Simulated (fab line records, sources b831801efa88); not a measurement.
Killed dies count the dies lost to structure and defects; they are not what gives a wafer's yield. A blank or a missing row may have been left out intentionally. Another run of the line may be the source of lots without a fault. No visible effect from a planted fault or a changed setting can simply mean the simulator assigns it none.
Split-lot trial || flow gf180mcu || on a route of 602 steps: 5 lots, 27 wafers read

ABOUT THE SPLIT
At GF_M3_SPUTTER_04 (material TiN, target thk 50 nm, time 41.7 s), the setting time_s was moved away from the recipe's 41.7 s on 9 of the 27 wafers read, by +17.8% to +43.4%. All remaining wafers had this setting at the recipe value.

There is no step in the file separating the split from the reading.

THE READING
M3_ALCU_THK, in nm, at GF_M3_THK_MEAS_06 (measures by xrf). Fault-free wafers of this fab line usually give 448 nm, standard deviation 4.4 nm.

{"wafer": "L074.1", "tool, chamber at the split": "pvd_sputter-01, -", "time_s as run, s": 41.7, "against the recipe": "recipe", "M3_ALCU_THK, nm": 450, "against lot-mates on the recipe": "-"}
{"wafer": "L074.2", "tool, chamber at the split": "pvd_sputter-01, -", "time_s as run, s": 41.7, "against the recipe": "recipe", "M3_ALCU_THK, nm": 447, "against lot-mates on the recipe": "-"}
{"wafer": "L074.3", "tool, chamber at the split": "pvd_sputter-01, -", "time_s as run, s": 49.11, "against the recipe": "+17.8%", "M3_ALCU_THK, nm": 446, "against lot-mates on the recipe": -3}
{"wafer": "L074.4", "tool, chamber at the split": "pvd_sputter-01, -", "time_s as run, s": 49.11, "against the recipe": "+17.8%", "M3_ALCU_THK, nm": 442, "against lot-mates on the recipe": -7}
{"wafer": "L074.5", "tool, chamber at the split": "pvd_sputter-01, -", "time_s as run, s": 41.7, "against the recipe": "recipe", "M3_ALCU_THK, nm": 450, "against lot-mates on the recipe": "-"}
{"wafer": "L074.6", "tool, chamber at the split": "pvd_sputter-01, -", "time_s as run, s": 49.11, "against the recipe": "+17.8%", "M3_ALCU_THK, nm": 439, "against lot-mates on the recipe": -10}
{"wafer": "L077.1", "tool, chamber at the split": "pvd_sputter-02, -", "time_s as run, s": 50.75, "against the recipe": "+21.7%", "M3_ALCU_THK, nm": 429, "against lot-mates on the recipe": -14}
{"wafer": "L077.2", "tool, chamber at the split": "pvd_sputter-02, -", "time_s as run, s": 41.7, "against the recipe": "recipe", "M3_ALCU_THK, nm": 442, "against lot-mates on the recipe": "-"}
{"wafer": "L077.3", "tool, chamber at the split": "pvd_sputter-02, -", "time_s as run, s": 50.75, "against the recipe": "+21.7%", "M3_ALCU_THK, nm": 437, "against lot-mates on the recipe": -6}
{"wafer": "L077.4", "tool, chamber at the split": "pvd_sputter-02, -", "time_s as run, s": 41.7, "against the recipe": "recipe", "M3_ALCU_THK, nm": 445, "against lot-mates on the recipe": "-"}
{"wafer": "L077.5", "tool, chamber at the split": "pvd_sputter-02, -", "time_s as run, s": 41.7, "against the recipe": "recipe", "M3_ALCU_THK, nm": 441, "against lot-mates on the recipe": "-"}
{"wafer": "L077.6", "tool, chamber at the split": "pvd_sputter-02, -", "time_s as run, s": 50.75, "against the recipe": "+21.7%", "M3_ALCU_THK, nm": 429, "against lot-mates on the recipe": -14}
{"wafer": "L080.1", "tool, chamber at the split": "pvd_sputter-04, -", "time_s as run, s": 41.7, "against the recipe": "recipe", "M3_ALCU_THK, nm": 452, "against lot-mates on the recipe": "-"}
{"wafer": "L080.2", "tool, chamber at the split": "pvd_sputter-04, -", "time_s as run, s": 41.7, "against the recipe": "recipe", "M3_ALCU_THK, nm": 453, "against lot-mates on the recipe": "-"}
{"wafer": "L080.3", "tool, chamber at the split": "pvd_sputter-04, -", "time_s as run, s": 41.7, "against the recipe": "recipe", "M3_ALCU_THK, nm": 455, "against lot-mates on the recipe": "-"}
{"wafer": "L080.4", "tool, chamber at the split": "pvd_sputter-04, -", "time_s as run, s": 41.7, "against the recipe": "recipe", "M3_ALCU_THK, nm": 449, "against lot-mates on the recipe": "-"}
{"wafer": "L080.5", "tool, chamber at the split": "pvd_sputter-04, -", "time_s as run, s": 41.7, "against the recipe": "recipe", "M3_ALCU_THK, nm": 453, "against lot-mates on the recipe": "-"}
{"wafer": "L080.6", "tool, chamber at the split": "pvd_sputter-04, -", "time_s as run, s": 41.7, "against the recipe": "recipe", "M3_ALCU_THK, nm": 451, "against lot-mates on the recipe": "-"}
{"wafer": "L082.1", "tool, chamber at the split": "pvd_sputter-04, -", "time_s as run, s": 59.78, "against the recipe": "+43.4%", "M3_ALCU_THK, nm": 426, "against lot-mates on the recipe": -20}
{"wafer": "L082.2", "tool, chamber at the split": "pvd_sputter-04, -", "time_s as run, s": 41.7, "against the recipe": "recipe", "M3_ALCU_THK, nm": 446, "against lot-mates on the recipe": "-"}
{"wafer": "L082.3", "tool, chamber at the split": "pvd_sputter-04, -", "time_s as run, s": 59.78, "against the recipe": "+43.4%", "M3_ALCU_THK, nm": 426, "against lot-mates on the recipe": -20}
{"wafer": "L082.4", "tool, chamber at the split": "pvd_sputter-04, -", "time_s as run, s": 59.78, "against the recipe": "+43.4%", "M3_ALCU_THK, nm": 429, "against lot-mates on the recipe": -17}
{"wafer": "L082.5", "tool, chamber at the split": "pvd_sputter-04, -", "time_s as run, s": 41.7, "against the recipe": "recipe", "M3_ALCU_THK, nm": 447, "against lot-mates on the recipe": "-"}
{"wafer": "L082.6", "tool, chamber at the split": "pvd_sputter-04, -", "time_s as run, s": 41.7, "against the recipe": "recipe", "M3_ALCU_THK, nm": 444, "against lot-mates on the recipe": "-"}
{"wafer": "L084.2", "tool, chamber at the split": "pvd_sputter-04, -", "time_s as run, s": 41.7, "against the recipe": "recipe", "M3_ALCU_THK, nm": 453, "against lot-mates on the recipe": "-"}
{"wafer": "L084.3", "tool, chamber at the split": "pvd_sputter-04, -", "time_s as run, s": 41.7, "against the recipe": "recipe", "M3_ALCU_THK, nm": 455, "against lot-mates on the recipe": "-"}
{"wafer": "L084.4", "tool, chamber at the split": "pvd_sputter-04, -", "time_s as run, s": 41.7, "against the recipe": "recipe", "M3_ALCU_THK, nm": 451, "against lot-mates on the recipe": "-"}

FIT RESULTS
A straight line over all 27 wafers: M3_ALCU_THK changes by -0.542 nm for each +1% of time_s; r = -0.88; the points scatter about the line by 4.5 nm.
The same after taking each lot's own level away (the mean of its wafers on the recipe; 27 wafers): -0.437 nm for each +1%; r = -0.94; scatter 2.3 nm.
The reading moves by 19 nm for the largest change in time_s, on that fit.
Across the lots, their own levels run from 442.7 to 453.0 nm, a range of 2.3 times the standard deviation given above.
Hence the slope depends on the lot-to-lot level, as the two fits are not the same.
Check: for one of the wafers moved furthest among these (+43.4%), held out of the fit, the line's prediction against its lot-mates is -18.7 nm. It came out at -19.7 nm against them.

FURTHER SPLITS ON THESE WAFERS
Other splits were also applied to these wafers ahead of the reading. Each is held against what the fit with the lots' levels taken away leaves over:
{"other split on the same wafers": "GF_STI_WET_ETCH_26 time_s", "wafers away from the commonest value": 18, "r with M3_ALCU_THK (lot level and that fit taken away)": "+0.11"}
{"other split on the same wafers": "GF_POLY_GATE_OXIDATION_16 ox_time_s", "wafers away from the commonest value": 6, "r with M3_ALCU_THK (lot level and that fit taken away)": -0.18}
{"other split on the same wafers": "GF_HV_LDD_DEVELOP_45 develop_time_s", "wafers away from the commonest value": 12, "r with M3_ALCU_THK (lot level and that fit taken away)": -0.21}

THE WHOLE CHAIN: every reading that the file lists as answering this split, in the file's order
{"step": "GF_M3_SPUTTER_04", "what it does": "material TiN, target thk 50 nm, time 41.7 s", "reading": "TiN_of_M3_SPUTTER_04.thk_nm (the simulator's own value, which no gauge read)", "change (the file's fit)": "+0.5 nm for each +1% of the setting", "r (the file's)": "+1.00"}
{"step": "GF_M3_THK_MEAS_06", "what it does": "measures by xrf", "reading": "M3_ALCU_THK", "change (the file's fit)": "-0.433 for each +1% of the setting", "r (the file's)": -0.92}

FILE'S OWN FIT
M3_ALCU_THK changes by -0.433 nm for each +1% of time_s, r = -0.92.
